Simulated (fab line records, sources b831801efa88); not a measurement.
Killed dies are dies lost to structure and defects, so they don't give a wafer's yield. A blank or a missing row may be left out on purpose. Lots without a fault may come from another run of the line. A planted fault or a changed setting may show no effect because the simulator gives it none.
fab line records | flow gf180mcu
record lots=12 wafers=36 last_day=34
route steps=602 shown STI@13 MVSD@74 MVPSD@139
lots that met no fault: from a run of the same line without faults
start_h: hours from the record's first day to the start of the lot's first wafer shown | wait_h: hours since the lot's step before | " the same as in the row above | L1.1+2: a row that stands for several wafers | - no value, or no start given | * or withheld: withheld | < > ~ a bound
route shown NAME@n: a module of which the file shows steps, and the number in the route of the first | usual: mean/standard deviation of fault-free wafers | same: alike in all rows | chamber/n: place in a boat | sites: the reading at each site | _std_site: their standard deviation | _edge_site: outer sites' mean less inner sites' | radius_mm: how far each site lies from the wafer's centre | mask NAME#n: copy n | behind: the tool/chamber that last shaped the wafer | hold: why the lot was held/for how many hours/how that ended | device: the transistor (n, p or np) that didn't switch | end of line: the same wafers' tests at the end of the route | a step without rows: its recipe alone | killed: dies lost to structure and defects at the first sort, not the wafer's yield | map: a wafer's dies, x killed, . not, _ none there
set.NAME: the setting as run; set.NAME@STEP: as run at that earlier step | model.NAME: the simulator's own value behind a step, which no gauge read
steps of the route over a sample of lots; a table a step, a row a wafer
services: from which hour (start_h, from the record's first day; less than 0 if before it) a tool's chamber was out of use, for how many hours, and why
## steps
# step GF_STI_CD_MEAS_12
# recipe target_cd_nm=220
# usual cd_nm=219.8/1.1
# columns lot.wafer tool chamber start_h wait_h cd_nm
L920.2 cd_sem-01 - 25.92 0.1 220.5
L920.5 " - " " 219.9
L920.6 " - " " 220.9
L921.1 cd_sem-02 - 31.77 0.1 220.7
L921.2 " - " " 220.4
L921.4 " - " " 220.1
L928.3 cd_sem-02 - 67.39 0.1 221.0
L928.4 " - " " 221.0
L928.5 " - " " 220.6
L929.1 cd_sem-02 - 71.97 0.1 218.1
L929.2 " - " " 220.6
L929.6 " - " " 220.7
L932.2 cd_sem-01 - 87.29 0.1 218.2
L932.4 " - " " 217.6
L932.6 " - " " 217.4
L933.1 cd_sem-01 - 92.17 0.1 217.6
L933.4 " - " " 218.0
L933.6 " - " " 218.2
L934.1 cd_sem-02 - 97.12 0.1 219.1
L934.3 " - " " 218.7
L934.6 " - " " 219.1
L935.2 cd_sem-01 - 102.84 0.1 221.2
L935.4 " - " " 222.1
L935.5 " - " " 222.2
L938.1 cd_sem-02 - 118.07 0.1 220.4
L938.4 " - " " 220.0
L938.6 " - " " 220.1
L939.1 cd_sem-02 - 124.00 0.1 220.9
L939.2 " - " " 220.3
L939.3 " - " " 219.6
L941.3 cd_sem-01 - 135.41 0.1 218.9
L941.5 " - " " 219.5
L941.6 " - " " 219.4
L943.2 cd_sem-01 - 145.64 0.1 219.8
L943.3 " - " " 220.8
L943.6 " - " " 220.1
# step GF_STI_ETCH_14
# recipe target=Si chemistry=HBr/Cl2/O2 target_depth_nm=360 icp_w=600 bias_w=150 pressure_mtorr=15 HBr_flow_sccm=150 Cl2_flow_sccm=40 O2_flow_sccm=6 time_s=102.9
# usual drypump_motor_current_A=5.8/0.39 mfc_cl2_sccm=40.00/0.12 oes_product_au=0.997/0.0078 throttle_valve_pct=25.658/0.01
# columns lot.wafer tool chamber start_h wait_h drypump_motor_current_A mfc_cl2_sccm oes_product_au rf_hours_counter_h throttle_valve_pct
L920.2 rie_si-02 1 26.10 0.0 5.2 40.28 1.001 92 25.656
L920.5 " 3 " " 5.9 40.20 0.989 - 25.666
L920.6 " 0 " " 6.2 39.85 0.998 - 25.652
L921.1 rie_si-02 0 31.97 0.0 6.2 39.73 0.999 100 25.667
L921.2 " 2 " " 5.9 40.04 0.989 59 25.660
L921.4 " 1 " " 5.1 40.07 1.014 92 25.650
L928.3 rie_si-02 3 67.55 0.0 5.9 40.07 0.989 3 25.660
L928.4 " 2 " " 5.9 40.03 0.991 59 25.665
L928.5 " 3 " " 5.9 40.19 1.009 - 25.648
L929.1 rie_si-02 2 72.17 0.0 5.9 39.96 0.996 59 25.662
L929.2 " 1 " " 5.2 39.93 0.995 92 25.656
L929.6 " 0 " " 6.1 39.99 0.984 - 25.680
L932.2 rie_si-02 1 87.47 0.0 5.2 40.00 1.006 92 25.674
L932.4 " 0 " " 6.1 39.98 0.989 101 25.661
L932.6 " 3 " " 5.9 40.06 0.992 - 25.660
L933.1 rie_si-02 3 92.37 0.0 5.9 39.93 1.002 3 25.655
L933.4 " 1 " " 5.1 39.85 1.004 92 25.655
L933.6 " 1 " " 5.1 39.79 1.009 - 25.642
L934.1 rie_si-02 1 97.32 0.0 5.1 39.98 1.010 92 25.666
L934.3 " 3 " " 5.9 39.90 0.995 3 25.647
L934.6 " 0 " " 6.1 39.91 0.996 - 25.661
L935.2 rie_si-01 1 103.02 0.0 6.0 40.12 0.993 60 25.645
L935.4 " 1 " " 6.0 40.10 0.994 - 25.659
L935.5 " 3 " " 5.6 40.05 1.011 - 25.665
L938.1 rie_si-01 0 118.27 0.0 6.6 40.10 0.999 0 25.651
L938.4 " 3 " " 5.6 39.87 1.004 41 25.640
L938.6 " 3 " " 5.6 39.86 1.000 - 25.663
L939.1 rie_si-01 2 124.20 0.0 5.4 40.09 0.989 4 25.647
L939.2 " 0 " " 6.6 39.86 0.978 0 25.667
L939.3 " 1 " " 6.0 39.99 0.992 60 25.652
L941.3 rie_si-02 3 135.57 0.0 5.9 39.98 0.993 4 25.651
L941.5 " 0 " " 6.2 40.15 0.990 - 25.643
L941.6 " 3 " " 5.9 39.79 0.997 - 25.652
L943.2 rie_si-01 3 145.82 0.0 5.6 40.11 1.018 41 25.639
L943.3 " 2 " " 5.4 40.04 0.998 4 25.650
L943.6 " 3 " " 5.6 40.02 1.011 - 25.638
# step GF_MVSD_IMPLANT_08
# recipe species=P energy_kev=400 dose_cm2=1.6e+13 tilt_deg=0
# usual dose_ions_cm2=1.5997e+13/1.4e+10 faraday_current_uA=90.1/1.8
# columns lot.wafer tool chamber start_h wait_h dose_ions_cm2 faraday_current_uA
L920.2 implanter-04 0 84.33 0.0 1.6021e+13 90.4
L920.5 " 0 " " 1.5995e+13 87.7
L920.6 " 0 " " 1.5995e+13 90.9
L921.1 implanter-02 0 90.25 0.0 1.6001e+13 88.0
L921.2 " 0 " " 1.5991e+13 90.8
L921.4 " 0 " " 1.5992e+13 88.0
L928.3 implanter-02 0 126.70 0.1 1.1753e+13 67.2
L928.4 " 0 " " 1.1759e+13 67.6
L928.5 " 0 " " 1.1735e+13 67.1
L929.1 implanter-02 0 133.29 0.0 1.1749e+13 67.2
L929.2 " 0 " " 1.173e+13 65.0
L929.6 " 0 " " 1.1764e+13 68.7
L932.2 implanter-04 0 149.76 0.0 1.6002e+13 91.3
L932.4 " 0 " " 1.6022e+13 85.2
L932.6 " 0 " " 1.6015e+13 88.9
L933.1 implanter-04 0 154.40 0.0 1.6011e+13 87.6
L933.4 " 0 " " 1.5996e+13 90.6
L933.6 " 0 " " 1.5985e+13 89.0
L934.1 implanter-03 0 161.80 0.0 1.6014e+13 90.6
L934.3 " 0 " " 1.5982e+13 91.3
L934.6 " 0 " " 1.5977e+13 89.2
L935.2 implanter-04 0 166.93 0.0 1.5978e+13 88.7
L935.4 " 0 " " 1.5987e+13 87.0
L935.5 " 0 " " 1.5993e+13 88.6
L938.1 implanter-04 0 200.20 0.0 1.6009e+13 92.4
L938.4 " 0 " " 1.5975e+13 93.4
L938.6 " 0 " " 1.6021e+13 90.4
L939.1 implanter-04 0 203.48 0.0 1.5999e+13 90.9
L939.2 " 0 " " 1.5991e+13 88.4
L939.3 " 0 " " 1.6001e+13 88.6
L941.3 implanter-02 0 206.63 0.1 1.5992e+13 89.6
L941.5 " 0 " " 1.6006e+13 91.9
L941.6 " 0 " " 1.5985e+13 91.9
L943.2 implanter-03 0 218.43 0.0 1.5979e+13 89.3
L943.3 " 0 " " 1.6011e+13 90.6
L943.6 " 0 " " 1.6016e+13 91.9
# step GF_MVSD_TW_MEAS_11
# usual MVSD_TW=1591/25
# columns lot.wafer tool chamber start_h wait_h MVSD_TW
L920.2 film_metro-02 - 84.71 0.1 1620
L920.5 " - " " 1632
L920.6 " - " " 1628
L921.1 film_metro-04 - 90.65 0.1 1552
L921.2 " - " " 1554
L921.4 " - " " 1549
L928.3 film_metro-02 - 127.07 0.1 1492
L928.4 " - " " 1489
L928.5 " - " " 1491
L929.1 film_metro-01 - 133.69 0.1 1453
L929.2 " - " " 1452
L929.6 " - " " 1456
L932.2 film_metro-04 - 150.15 0.1 1588
L932.4 " - " " 1587
L932.6 " - " " 1582
L933.1 film_metro-04 - 154.80 0.1 1597
L933.4 " - " " 1602
L933.6 " - " " 1600
L934.1 film_metro-02 - 162.20 0.1 1611
L934.3 " - " " 1614
L934.6 " - " " 1620
L935.2 film_metro-01 - 167.31 0.1 1586
L935.4 " - " " 1582
L935.5 " - " " 1583
L938.1 film_metro-01 - 200.60 0.1 1563
L938.4 " - " " 1563
L938.6 " - " " 1571
L939.1 film_metro-01 - 203.88 0.1 1570
L939.2 " - " " 1565
L939.3 " - " " 1560
L941.3 film_metro-02 - 207.00 0.1 1630
L941.5 " - " " 1616
L941.6 " - " " 1622
L943.2 film_metro-01 - 218.81 0.1 1573
L943.3 " - " " 1586
L943.6 " - " " 1583
# step GF_VT_IMPLANT_RS_MEAS_46
# recipe thk_meas_gauge=four-point-probe
# usual MVSD_RS=457.1/1.3
# columns lot.wafer tool chamber start_h wait_h MVSD_RS[ohm/sq]
L920.2 film_metro-02 - 158.57 0.1 458.2
L920.5 " - " " 459.1
L920.6 " - " " 458.2
L921.1 film_metro-04 - 164.10 0.1 458.9
L921.2 " - " " 458.6
L921.4 " - " " 458.8
L928.3 film_metro-02 - 208.48 0.1 533.3
L928.4 " - " " 534.2
L928.5 " - " " 534.0
L929.1 film_metro-02 - 216.09 0.1 535.7
L929.2 " - " " 533.2
L929.6 " - " " 534.0
L932.2 film_metro-04 - 235.42 0.1 458.6
L932.4 " - " " 458.8
L932.6 " - " " 458.8
L933.1 film_metro-04 - 241.35 0.1 455.7
L933.4 " - " " 456.9
L933.6 " - " " 455.6
L934.1 film_metro-02 - 251.84 0.1 457.8
L934.3 " - " " 458.2
L934.6 " - " " 457.8
L935.2 film_metro-01 - 256.42 0.1 456.2
L935.4 " - " " 457.1
L935.5 " - " " 456.1
L938.1 film_metro-02 - 295.94 0.1 457.4
L938.4 " - " " 458.0
L938.6 " - " " 457.6
L939.1 film_metro-01 - 299.99 0.1 455.9
L939.2 " - " " 455.3
L939.3 " - " " 455.4
L941.3 film_metro-02 - 303.20 0.1 457.7
L941.5 " - " " 457.8
L941.6 " - " " 457.1
L943.2 film_metro-01 - 316.61 0.1 454.3
L943.3 " - " " 455.7
L943.6 " - " " 456.0
# step GF_VT_IMPLANT_RS_MEAS_49
# recipe thk_meas_gauge=four-point-probe
# usual MVPSD_RS=1169.3/2.7
# columns lot.wafer tool chamber start_h wait_h MVPSD_RS[ohm/sq]
L920.2 film_metro-02 - 158.93 0.1 1168.3
L920.5 " - " " 1168.3
L920.6 " - " " 1168.7
L921.1 film_metro-04 - 164.46 0.1 1169.2
L921.2 " - " " 1173.5
L921.4 " - " " 1173.0
L928.3 film_metro-02 - 208.84 0.1 1166.8
L928.4 " - " " 1169.2
L928.5 " - " " 1170.4
L929.1 film_metro-02 - 216.45 0.1 1169.2
L929.2 " - " " 1162.4
L929.6 " - " " 1170.0
L932.2 film_metro-04 - 235.78 0.1 1168.4
L932.4 " - " " 1169.5
L932.6 " - " " 1170.5
L933.1 film_metro-04 - 241.71 0.1 1169.8
L933.4 " - " " 1168.9
L933.6 " - " " 1166.3
L934.1 film_metro-02 - 252.20 0.1 1172.2
L934.3 " - " " 1172.3
L934.6 " - " " 1172.0
L935.2 film_metro-01 - 256.78 0.1 1169.7
L935.4 " - " " 1166.6
L935.5 " - " " 1168.8
L938.1 film_metro-02 - 296.30 0.1 1165.8
L938.4 " - " " 1163.9
L938.6 " - " " 1167.5
L939.1 film_metro-01 - 300.35 0.1 1170.3
L939.2 " - " " 1167.5
L939.3 " - " " 1169.5
L941.3 film_metro-02 - 303.56 0.1 1172.8
L941.5 " - " " 1176.0
L941.6 " - " " 1174.8
L943.2 film_metro-01 - 316.97 0.1 1170.7
L943.3 " - " " 1169.9
L943.6 " - " " 1169.9
## services
# columns tool chamber start_h hours kind
rie_si-02 - 2.78 0.8 repair
implanter-03 - 6.24 2.4 repair
rie_si-01 2 6.78 2.5 repair
rie_si-01 - 9.04 0.8 repair
implanter-04 - 13.60 4.2 repair
rie_si-01 1 52.93 13.5 repair
rie_si-01 0 95.48 1.2 repair
rie_si-01 0 99.35 - clean
rie_si-01 0 99.35 16.7 scheduled_down
rie_si-01 0 99.35 16.7 vent_cycle
implanter-03 - 126.39 4.3 repair
rie_si-01 0 140.59 13.2 repair
implanter-04 - 155.16 2.2 repair
implanter-03 - 155.67 3.9 pm
rie_si-02 3 210.78 46.3 repair
implanter-03 - 216.81 1.5 repair
## key
first_sign step=GF_MVSD_IMPLANT_08 reading=dose_ions_cm2 direction=down sigmas=99+ usual=1.5997e+13 struck=1.1748e+13
effect step=GF_MVSD_IMPLANT_08 reading=faraday_current_uA direction=down sigmas=13 usual=90.1 struck=67.1
effect step=GF_MVSD_TW_MEAS_11 reading=MVSD_TW direction=down sigmas=4.8 usual=1591 struck=1472
effect step=GF_VT_IMPLANT_RS_MEAS_46 reading=MVSD_RS direction=up sigmas=58 usual=457.1 struck=534.1
met_at GF_MVSD_IMPLANT_08
struck_lots L928,L929
tester_left_out L928,L929
not_acting_at GF_STI_CD_MEAS_12,GF_STI_ETCH_14,GF_VT_IMPLANT_RS_MEAS_49
onset_between 90.25 126.70
fault kind=process_parameter_drift tool=implanter-02 chamber=- onset_h=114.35 steps=GF_MVSD_IMPLANT_08 channel=dose_cm2 offset=-4.2525e+12 shape=step end_h=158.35 acts_in=these_recipes_only stated=1.6e+13
# tester_left_out: of these lots the tester's yield and bins aren't shown, on N5 and GAA mostly nor the transistor test; their killed dies are dies lost to structure and defects alone, not to doping, threshold or leakage, so they don't give the yield
